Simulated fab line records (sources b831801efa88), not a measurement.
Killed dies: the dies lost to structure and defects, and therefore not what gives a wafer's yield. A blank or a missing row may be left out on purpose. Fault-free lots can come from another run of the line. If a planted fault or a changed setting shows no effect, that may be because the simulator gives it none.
A struck lot beside a sound one    flow sfq line    21 steps out of a route of 325
Sound: the wafers L383.2, L383.3, L383.5. Struck: wafers L391.1, L391.2. (L391.5 of the same lot was not struck and is left out.) The cause comes at the end.
Per side, at each step with rows, come the tool, then ch with its chambers, and then its first start. Under that, the readings that differ: sound wafers    struck wafers    difference of the means    sigmas: that difference in standard deviations of wafers without a fault.
alike: readings with means less than 2 such deviations apart, plus words and numbers identical on both sides. not compared: withheld readings, readings lacking a value on some wafer, bounds such as >300 that could conceal the same value, and numbers that have no deviation in the record and whose values overlap.
A row with sigmas, a row that says differs or no value, or rows on one side alone: a step with any of these is where the two part. When numbers do not overlap yet have no deviation, they are printed without sigmas and do not part them. Lack of a reading on every wafer of one side parts them only where that side has two or more wafers.

first, 3 steps without rows for these wafers: SFQ_TRILAYER_M1_LITHO_EXPOSE_040 (exposes mask M1, target cd 500 nm); SFQ_TRILAYER_M1_LITHO_PEB_042 (peb time 60 s); SFQ_TRILAYER_M1_LITHO_DEVELOP_041 (time 60 s).
SFQ_M1_OVL_MEAS_911:
  sound on overlay-01 at day 26 17:19; struck on overlay-02 at day 29 13:37
  alike: M1_OVL
SFQ_TRILAYER_M1_BARC_OPEN_METAL_ETCH_054: etches BARC in O2, target depth 125 nm, time 41.7 s.
  sound on rie metal-04 ch 0,1, day 26 17:20; struck on rie metal-03 ch 0,1, day 29 13:40
  alike: drypump motor current A, oes product au
  not compared: rf hours counter h
SFQ_TRILAYER_M1_ETCH_METAL_ETCH_042: etches Nb in Cl2/Ar, stops on SiO2, target depth 240 nm, time 120 s.
  sound on rie metal-04 ch 0,1, day 26 17:24; struck on rie metal-03 ch 0,1, day 29 13:43
  alike: drypump motor current A, oes product au
  not compared: rf hours counter h
SFQ_TRILAYER_M1_STRIP_STRIP_043: strips in O2.
  sound on rie metal-04 ch 0,1, day 26 17:32; struck on rie metal-03 ch 0,1, day 29 13:50
  alike: drypump motor current A, oes product au
  not compared: rf hours counter h
then, 1 step without rows for these wafers: SFQ_TRILAYER_M1_STRIP_SOLV_CLEAN_044 (cleans in NMP, time 600 s).
SFQ_TRILAYER_I1_DEP_PECVD_045: deposits SiO2 from SiH4/N2O, time 111.11 s, target thk 500 nm.
  sound on pecvd-03 ch 0,1,2, day 26 18:18; struck on pecvd-03 ch 0,2, day 29 14:37
  alike: chamber pressure Torr, heater power w, throttle valve pct
SFQ_TRILAYER_I1_CMP_CMP_046: polishes SiO2.
  sound on cmp-02 ch 0,3, day 27 00:06; struck on cmp-01 ch 0,1, day 29 18:37
  alike: head pressure psi, motor current A, slurry filter dp kPa, time to endpoint s
SFQ_I1_BOW_MEAS_912:
  sound on film metro-04 at day 27 03:07; struck on film metro-04 at day 29 21:37
  alike: I1_BOW
then, 1 step without rows for these wafers: SFQ_TRILAYER_I1_METRO_MEASURE_047.
SFQ_TRILAYER_I1_VIA_LITHO_COAT_054: resist thk 62 nm.
  sound on litho track-03 ch 0, day 27 04:28; struck on litho track-03 ch 0, day 29 22:56
reading                                                   sound              struck      difference  sigmas
model.BARC_of_TRILAYER_I1_VIA_LITHO_COAT_054.thk nm (nm)  61.67 61.63 61.62  64.04 63.8  +2.28       
  alike: chill plate temp C
then, 5 steps without rows for these wafers: SFQ_TRILAYER_I1_VIA_LITHO_COAT_049 (resist thk 650 nm); SFQ_TRILAYER_I1_VIA_LITHO_SOFTBAKE_053; SFQ_TRILAYER_I1_VIA_LITHO_EXPOSE_050 (exposes mask I1, target cd 500 nm); SFQ_TRILAYER_I1_VIA_LITHO_PEB_052 (peb time 60 s); SFQ_TRILAYER_I1_VIA_LITHO_DEVELOP_051 (time 60 s).
-- the record jumps here: 6 days lie between the struck wafers' starts before and after --
SFQ_I1_OVL_MEAS_913:
  sound on overlay-01 at day 33 01:47; struck on overlay-02 at day 35 18:46
  alike: I1_OVL
SFQ_TRILAYER_I1_VIA_BARC_OPEN_VIA_ETCH_071: etches BARC in O2, target depth 125 nm, time 41.7 s.
  sound on rie diel-04 ch 1,2, day 33 01:49; struck on rie diel-04 ch 1,3, day 35 18:48
reading                   sound              struck      difference  sigmas
model.etch.depth nm (nm)  61.67 61.63 61.62  64.04 63.8  +2.28       
  alike: drypump motor current A, oes product au
  not compared: rf hours counter h
then, 1 step without rows for these wafers: SFQ_TRILAYER_I1_VIA_ETCH_VIA_ETCH_052 (etches SiO2 in CHF3, stops on Nb, target depth 260 nm).

## WHERE THEY PART
Nowhere in this record.

WHY: what had been put in by the simulator
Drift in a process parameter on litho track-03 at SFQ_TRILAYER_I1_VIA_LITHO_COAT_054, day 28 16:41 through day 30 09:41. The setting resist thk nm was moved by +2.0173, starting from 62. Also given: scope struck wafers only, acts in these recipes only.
